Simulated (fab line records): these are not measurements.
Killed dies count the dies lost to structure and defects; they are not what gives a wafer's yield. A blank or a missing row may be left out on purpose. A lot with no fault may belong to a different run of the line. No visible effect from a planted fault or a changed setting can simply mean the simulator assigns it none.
Matching of chambers ; flow sky130 ; SKY_VIA3_CMP_02 on cmp-01: 4 sister chambers
The step polishes SiO2. 8 wafers are shown with their chamber, then 8 later ones without.

== WAFERS PAIRED WITH THEIR CHAMBERS ==
wafer;chamber;motor current A (A);platen rpm (rpm)
L815.5;3;12.2;60.01
L817.3;2;11.4;60.01
L817.5;0;12.1;60.01
L817.6;3;11.9;59.99
L819.1;0;12.7;60.05
L819.2;1;12.4;59.98
L819.5;1;11.6;59.98
L820.3;2;11.1;60.00

== WAFERS WITHOUT THEIR CHAMBER ==
wafer;motor current A (A);platen rpm (rpm)
L820.4;11.9;59.98
L820.6;11.7;60.00
L829.1;12.0;60.00
L829.2;11.4;60.01
L829.3;12.6;60.01
L830.3;11.5;60.09
L830.4;12.2;60.02
L830.6;11.1;59.97

== EACH ONE'S CHAMBER ==
wafer;from the rows above;in truth
L820.4;can't be placed: 1 or 3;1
L820.6;can't be placed: 3 or 2 or 1 or 0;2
L829.1;can't be placed: 3 or 1 or 2 or 0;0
L829.2;can't be placed: 2 or 3 or 1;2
L829.3;can't be placed: 0 or 3 or 1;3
L830.3;can't be placed: 0 or 2 or 3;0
L830.4;can't be placed: 0 or 3 or 1 or 2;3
L830.6;can't be placed: 2 or 1 or 3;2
Correct placement for 0 of the 8. From these rows, 8 cannot be placed; in 8 the true chamber is one of the candidates. Wrongly placed: 0.
How it was worked out, from the rows above alone: a wafer's distance from a chamber is the root of the sum, over the readings, of the square of ((its reading less the chamber's mean) divided by the reading's scatter). The wafer belongs to the nearest chamber; if the next one is less than 2 further off, it can't be placed. For every chamber, the mean is computed from those of its wafers that are shown. How the scatter is found: for the shown wafers, subtract from each reading the mean of its chamber, square and add these, divide the total by (wafers less chambers), then take the root.
